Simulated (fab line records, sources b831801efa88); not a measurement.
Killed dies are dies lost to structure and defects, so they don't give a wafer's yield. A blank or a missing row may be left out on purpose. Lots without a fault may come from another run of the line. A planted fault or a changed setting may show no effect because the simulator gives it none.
Which tool did it? | flow gf180mcu | 12 lots, 36 wafers sampled, at 2 steps of a route of 602

WHAT THE GAUGES READ, wafer by wafer
GF_DUAL_GATE_THK_MEAS_03.
lot  | measured     | on            | DUAL_GATE_OXIDATION_00_THK (nm)
L234 | day 7 16:02  | film_metro-01 | 11.05 10.84 10.82
L236 | day 8 06:20  | film_metro-02 | 10.87 10.98 10.70
L238 | day 8 17:43  | film_metro-01 | 10.87 10.89 10.89
L241 | day 9 18:47  | film_metro-01 | 10.64 10.75 10.78
L246 | day 10 22:03 | film_metro-02 | 11.10 10.91 11.15
L247 | day 11 09:15 | film_metro-02 | 10.95 11.09 11.06
L248 | day 11 13:57 | film_metro-01 | 10.81 10.71 10.51
L250 | day 12 02:01 | film_metro-03 | 10.68 10.73 10.75
L251 | day 12 09:03 | film_metro-03 | 10.83 10.70 10.86
L254 | day 13 05:37 | film_metro-03 | 10.62 10.76 10.60
L255 | day 13 11:13 | film_metro-01 | 10.73 10.76 11.01
L257 | day 14 01:05 | film_metro-03 | 10.80 10.76 10.83

WHICH TOOL RAN EACH LOT (tool, then ch and the chambers of the sampled wafers, then the start)
lot  | GF_VT_IMPLANT_STRIP_31
L234 | plasma_asher-01 ch 0,1, day 6 20:31
L236 | plasma_asher-02 ch 0,1, day 7 11:59
L238 | plasma_asher-02 ch 0,1, day 7 22:14
L241 | plasma_asher-01 ch 1, day 8 20:43
L246 | plasma_asher-04 ch 0,1, day 10 00:39
L247 | plasma_asher-02 ch 0,1, day 10 11:46
L248 | plasma_asher-01 ch 1, day 10 16:37
L250 | plasma_asher-01 ch 0,1, day 11 04:23
L251 | plasma_asher-04 ch 0,1, day 11 10:14
L254 | plasma_asher-04 ch 0,1, day 12 07:38
L255 | plasma_asher-04 ch 0,1, day 12 11:58
L257 | plasma_asher-02 ch 0,1, day 13 02:19
- GF_VT_IMPLANT_STRIP_31: strips in O2/N2.

WHAT THE TOOLS THEMSELVES READ (means of the sampled wafers that have a number; where no wafer has one, the mark that the record gives instead)
GF_VT_IMPLANT_STRIP_31.
lot  | tool            | drypump_motor_current_A (A) | heater_power_w (W) | n2_flow_sccm (sccm) | oes_product_au (a.u.) | strip_time_to_endpoint_s (s)
L234 | plasma_asher-01 | 6.4                         | 382                | 300.6               | 0.715                 | 12.627
L236 | plasma_asher-02 | 5.8                         | 353                | 300.1               | 0.717                 | 12.605
L238 | plasma_asher-02 | 5.8                         | 346                | 299.9               | 0.716                 | 12.658
L241 | plasma_asher-01 | 6.0                         | 322                | 299.6               | 0.715                 | 12.609
L246 | plasma_asher-04 | 5.1                         | 340                | 299.9               | 0.715                 | 12.623
L247 | plasma_asher-02 | 5.8                         | 340                | 299.9               | 0.716                 | 12.617
L248 | plasma_asher-01 | 6.0                         | 316                | 300.3               | 0.712                 | 12.625
L250 | plasma_asher-01 | 6.4                         | 380                | 300.8               | 0.718                 | 12.629
L251 | plasma_asher-04 | 5.1                         | 340                | 299.8               | 0.721                 | 12.582
L254 | plasma_asher-04 | 5.1                         | 386                | 300.4               | 0.717                 | 12.610
L255 | plasma_asher-04 | 5.2                         | 383                | 300.1               | 0.712                 | 12.631
L257 | plasma_asher-02 | 5.8                         | 343                | 301.1               | 0.717                 | 12.638

THE ANSWER, worked out from the rows above alone
Rule: what is usual is taken from the lots themselves. Put in order of their means at a reading, lots are off if they are a third of the lots or fewer, leave a main group of 4 or more, and stand apart from it by a gap of 3 or more times the standard deviation of the main group's means; of several such gaps the widest counts. A main group whose means are all the same, to the digits that the tables above print for the reading, isn't used. A lot without any number at a reading at which 4 lots or more have one is off too. The other lots that the step has rows for count as sound. The gauges are gone through in route order, then the tools' own readings, and for those a lot's mean is taken as printed above. The first step at which some lot is off is used, and at that step the reading that is off furthest; a lot without a number counts as furthest.
No lot is off at any reading shown: from this, nothing can be told.

WHAT THE SIMULATOR HAD PUT IN
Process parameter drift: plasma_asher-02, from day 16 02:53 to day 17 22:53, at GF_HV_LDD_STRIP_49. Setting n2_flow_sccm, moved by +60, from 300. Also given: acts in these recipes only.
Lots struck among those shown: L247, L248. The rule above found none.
